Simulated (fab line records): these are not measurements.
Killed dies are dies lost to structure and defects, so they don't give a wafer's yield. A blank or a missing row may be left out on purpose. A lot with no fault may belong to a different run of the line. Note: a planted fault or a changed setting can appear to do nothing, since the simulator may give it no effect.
Chamber matching ; flow gf180mcu ; rie-diel-03 running GF_PASSIVATION_ETCH_11: 3 sister chambers
The step etches the open film in CF4/O2, stops on TiN, target depth 2040 nm, time 453.3 s. 3 wafers are shown with their chamber, then 6 later ones without.

== WAFERS PAIRED WITH THEIR CHAMBERS ==
wafer;chamber;oes-product-au (a.u.)
L085.2;1;0.986
L085.6;3;0.996
L091.1;2;0.992

== WAFERS WHOSE CHAMBER IS MISSING ==
wafer;oes-product-au (a.u.)
L092.2;0.990
L092.3;0.993
L092.4;0.990
L096.1;0.984
L096.3;0.991
L096.4;0.984

== WHICH CHAMBER EACH WENT THROUGH ==
wafer;from the rows above;in truth
L092.2;can't be placed: 2 or 1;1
L092.3;can't be placed: 2 or 3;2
L092.4;can't be placed: 2 or 1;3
L096.1;1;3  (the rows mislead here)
L096.3;2;2
L096.4;1;1
2 of 6 placed correctly. Unplaceable from these rows: 3, with the true chamber sitting among the candidates in 2. Placed wrongly: 1.
How it was worked out, from the rows above alone: a wafer's distance from a chamber is the root of the sum, over the readings, of the square of ((its reading less the chamber's mean) divided by the reading's scatter). If the next closest chamber is less than 2 further off than the closest, the wafer can't be placed; otherwise it belongs to the closest. A chamber's mean is the mean of its shown wafers. The scatter: with one shown wafer a chamber, the root of the mean of the squares of how far each hidden wafer lies from its nearest shown one.
